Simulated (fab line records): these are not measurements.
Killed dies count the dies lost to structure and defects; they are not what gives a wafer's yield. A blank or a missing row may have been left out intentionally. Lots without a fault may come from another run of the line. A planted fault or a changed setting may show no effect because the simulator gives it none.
Lot-split experiment :: flow sfqLine :: route with 325 steps; 5 lots, 27 wafers read

## ON THE SPLIT
At SFQ_TRILAYER_I6_VIA_BARC_OPEN_VIA_ETCH_235 (etches BARC in O2, target depth 125 nm, time 41.7 s), the setting timeS was moved away from the recipe's 41.7 s on 12 of the 27 wafers read, by -41.5% to +54.1%. For the rest of the wafers, this setting stayed at what the recipe calls for.

No step appears in the file between the split and the reading.

## THE READING
KrF_of_TRILAYER_I6_VIA_LITHO_COAT_169.thkNm (the simulator's own value, which no gauge read), in nm, at SFQ_TRILAYER_I6_VIA_ETCH_VIA_ETCH_172 (etches SiO2 in CHF3, stops on Nb, target depth 260 nm). There is no usual value for it anywhere in the file. Across the 15 wafers here that went through the recipe, the average is 528.1 nm and the standard deviation 1.1 nm.

wafer: L074.1
tool, chamber at the split: rieDiel-04, 2
timeS as run, s: 51.58
against the recipe: +23.7%
KrF_of_TRILAYER_I6_VIA_LITHO_COAT_169.thkNm, nm: 514.6
against lot-mates on the recipe: -14.4

wafer: L074.2
tool, chamber at the split: rieDiel-04, 1
timeS as run, s: 41.7
against the recipe: recipe
KrF_of_TRILAYER_I6_VIA_LITHO_COAT_169.thkNm, nm: 529.6
against lot-mates on the recipe: -

wafer: L074.3
tool, chamber at the split: rieDiel-04, 3
timeS as run, s: 41.7
against the recipe: recipe
KrF_of_TRILAYER_I6_VIA_LITHO_COAT_169.thkNm, nm: 528.2
against lot-mates on the recipe: -

wafer: L074.4
tool, chamber at the split: rieDiel-04, 0
timeS as run, s: 51.58
against the recipe: +23.7%
KrF_of_TRILAYER_I6_VIA_LITHO_COAT_169.thkNm, nm: 515.8
against lot-mates on the recipe: -13.2

wafer: L074.5
tool, chamber at the split: rieDiel-04, 3
timeS as run, s: 51.58
against the recipe: +23.7%
KrF_of_TRILAYER_I6_VIA_LITHO_COAT_169.thkNm, nm: 514.9
against lot-mates on the recipe: -14.1

wafer: L074.6
tool, chamber at the split: rieDiel-04, 0
timeS as run, s: 41.7
against the recipe: recipe
KrF_of_TRILAYER_I6_VIA_LITHO_COAT_169.thkNm, nm: 529.1
against lot-mates on the recipe: -

wafer: L077.1
tool, chamber at the split: rieDiel-01, 1
timeS as run, s: 41.7
against the recipe: recipe
KrF_of_TRILAYER_I6_VIA_LITHO_COAT_169.thkNm, nm: 529.5
against lot-mates on the recipe: -

wafer: L077.2
tool, chamber at the split: rieDiel-01, 2
timeS as run, s: 41.7
against the recipe: recipe
KrF_of_TRILAYER_I6_VIA_LITHO_COAT_169.thkNm, nm: 526.9
against lot-mates on the recipe: -

wafer: L077.4
tool, chamber at the split: rieDiel-01, 0
timeS as run, s: 41.7
against the recipe: recipe
KrF_of_TRILAYER_I6_VIA_LITHO_COAT_169.thkNm, nm: 526.9
against lot-mates on the recipe: -

wafer: L077.3
tool, chamber at the split: rieDiel-01, 3
timeS as run, s: 34.28
against the recipe: -17.8%
KrF_of_TRILAYER_I6_VIA_LITHO_COAT_169.thkNm, nm: 537.2
against lot-mates on the recipe: +9.4

wafer: L077.5
tool, chamber at the split: rieDiel-01, 0
timeS as run, s: 34.28
against the recipe: -17.8%
KrF_of_TRILAYER_I6_VIA_LITHO_COAT_169.thkNm, nm: 534.3
against lot-mates on the recipe: +6.5

wafer: L077.6
tool, chamber at the split: rieDiel-01, 1
timeS as run, s: 34.28
against the recipe: -17.8%
KrF_of_TRILAYER_I6_VIA_LITHO_COAT_169.thkNm, nm: 537.1
against lot-mates on the recipe: +9.3

wafer: L078.1
tool, chamber at the split: rieDiel-03, 2
timeS as run, s: 24.4
against the recipe: -41.5%
KrF_of_TRILAYER_I6_VIA_LITHO_COAT_169.thkNm, nm: 548
against lot-mates on the recipe: +20.3

wafer: L078.2
tool, chamber at the split: rieDiel-03, 3
timeS as run, s: 41.7
against the recipe: recipe
KrF_of_TRILAYER_I6_VIA_LITHO_COAT_169.thkNm, nm: 526.8
against lot-mates on the recipe: -

wafer: L078.3
tool, chamber at the split: rieDiel-03, 0
timeS as run, s: 41.7
against the recipe: recipe
KrF_of_TRILAYER_I6_VIA_LITHO_COAT_169.thkNm, nm: 527.8
against lot-mates on the recipe: -

wafer: L078.4
tool, chamber at the split: rieDiel-03, 1
timeS as run, s: 24.4
against the recipe: -41.5%
KrF_of_TRILAYER_I6_VIA_LITHO_COAT_169.thkNm, nm: 546.5
against lot-mates on the recipe: +18.8

wafer: L078.5
tool, chamber at the split: rieDiel-03, 0
timeS as run, s: 41.7
against the recipe: recipe
KrF_of_TRILAYER_I6_VIA_LITHO_COAT_169.thkNm, nm: 528.4
against lot-mates on the recipe: -

wafer: L078.6
tool, chamber at the split: rieDiel-03, 1
timeS as run, s: 24.4
against the recipe: -41.5%
KrF_of_TRILAYER_I6_VIA_LITHO_COAT_169.thkNm, nm: 546.7
against lot-mates on the recipe: +19.0

wafer: L079.1
tool, chamber at the split: rieDiel-04, 2
timeS as run, s: 64.25
against the recipe: +54.1%
KrF_of_TRILAYER_I6_VIA_LITHO_COAT_169.thkNm, nm: 495.9
against lot-mates on the recipe: -32.4

wafer: L079.2
tool, chamber at the split: rieDiel-04, 3
timeS as run, s: 41.7
against the recipe: recipe
KrF_of_TRILAYER_I6_VIA_LITHO_COAT_169.thkNm, nm: 527.2
against lot-mates on the recipe: -

wafer: L079.3
tool, chamber at the split: rieDiel-04, 0
timeS as run, s: 64.25
against the recipe: +54.1%
KrF_of_TRILAYER_I6_VIA_LITHO_COAT_169.thkNm, nm: 496.7
against lot-mates on the recipe: -31.6

wafer: L079.4
tool, chamber at the split: rieDiel-04, 1
timeS as run, s: 41.7
against the recipe: recipe
KrF_of_TRILAYER_I6_VIA_LITHO_COAT_169.thkNm, nm: 527.5
against lot-mates on the recipe: -

wafer: L079.5
tool, chamber at the split: rieDiel-04, 0
timeS as run, s: 64.25
against the recipe: +54.1%
KrF_of_TRILAYER_I6_VIA_LITHO_COAT_169.thkNm, nm: 499.8
against lot-mates on the recipe: -28.5

wafer: L079.6
tool, chamber at the split: rieDiel-04, 3
timeS as run, s: 41.7
against the recipe: recipe
KrF_of_TRILAYER_I6_VIA_LITHO_COAT_169.thkNm, nm: 530.3
against lot-mates on the recipe: -

wafer: L084.2
tool, chamber at the split: rieDiel-03, 3
timeS as run, s: 41.7
against the recipe: recipe
KrF_of_TRILAYER_I6_VIA_LITHO_COAT_169.thkNm, nm: 527.4
against lot-mates on the recipe: -

wafer: L084.3
tool, chamber at the split: rieDiel-03, 2
timeS as run, s: 41.7
against the recipe: recipe
KrF_of_TRILAYER_I6_VIA_LITHO_COAT_169.thkNm, nm: 527.3
against lot-mates on the recipe: -

wafer: L084.4
tool, chamber at the split: rieDiel-03, 2
timeS as run, s: 41.7
against the recipe: recipe
KrF_of_TRILAYER_I6_VIA_LITHO_COAT_169.thkNm, nm: 528.6
against lot-mates on the recipe: -

THE FIT
A straight line over all 27 wafers: KrF_of_TRILAYER_I6_VIA_LITHO_COAT_169.thkNm changes by -0.522 nm for each +1% of timeS; r = -0.99; the points scatter about the line by 1.6 nm.
The same after taking each lot's own level away (the mean of its wafers on the recipe; 27 wafers): -0.532 nm for each +1%; r = -0.99; scatter 1.5 nm.
Per that fit: largest timeS move, reading shift of 29 nm.
From 527.67 to 528.97 nm: that is the span of the lots' own levels, equal to 1.2 times the standard deviation above.
Hence the lot-to-lot level has little effect on the slope; both slopes agree.
Check: for one of the wafers moved furthest among these (+54.1%), held out of the fit, the line's prediction against its lot-mates is -28.8 nm. It came out at -32.4 nm against them.
Tool readings at the split's step, against how far the setting was moved: oesProductAu r = -0.83.

## ADDITIONAL SPLITS CARRIED BY THESE WAFERS
Before the reading, these wafers also passed through other splits. Each is held against what the fit with the lots' levels taken away leaves over:
other split on the same wafers: SFQ_TRILAYER_M5_BARC_OPEN_METAL_ETCH_161 timeS
wafers away from the commonest value: 9
r with KrF_of_TRILAYER_I6_VIA_LITHO_COAT_169.thkNm (lot level and that fit taken away): -0.22

other split on the same wafers: SFQ_TRILAYER_R5_ETCH_METAL_ETCH_139 timeS
wafers away from the commonest value: 9
r with KrF_of_TRILAYER_I6_VIA_LITHO_COAT_169.thkNm (lot level and that fit taken away): -0.15

other split on the same wafers: SFQ_TRILAYER_M6_ETCH_METAL_ETCH_162 timeS
wafers away from the commonest value: 9
r with KrF_of_TRILAYER_I6_VIA_LITHO_COAT_169.thkNm (lot level and that fit taken away): +0.06

## THE WHOLE CHAIN: every reading that the file lists as answering this split, in the file's order
step: SFQ_TRILAYER_I6_VIA_BARC_OPEN_VIA_ETCH_235
what it does: etches BARC in O2, target depth 125 nm, time 41.7 s
reading: oesProductAu
change (the file's fit): not straight: 0.905 at the lowest setting, 0.685 at the recipe, 0.640 at the highest
r (the file's): not given

step: SFQ_TRILAYER_I6_VIA_BARC_OPEN_VIA_ETCH_235
what it does: etches BARC in O2, target depth 125 nm, time 41.7 s
reading: KrF_of_TRILAYER_I6_VIA_LITHO_COAT_169.thkNm (the simulator's own value, which no gauge read)
change (the file's fit): -0.53 nm for each +1% of the setting
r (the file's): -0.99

step: SFQ_TRILAYER_I6_VIA_ETCH_VIA_ETCH_172
what it does: etches SiO2 in CHF3, stops on Nb, target depth 260 nm
reading: KrF_of_TRILAYER_I6_VIA_LITHO_COAT_169.thkNm (the simulator's own value, which no gauge read)
change (the file's fit): -0.535 nm for each +1% of the setting
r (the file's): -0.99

## FILE'S OWN FIT
KrF_of_TRILAYER_I6_VIA_LITHO_COAT_169.thkNm changes by -0.535 nm for each +1% of timeS, r = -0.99.
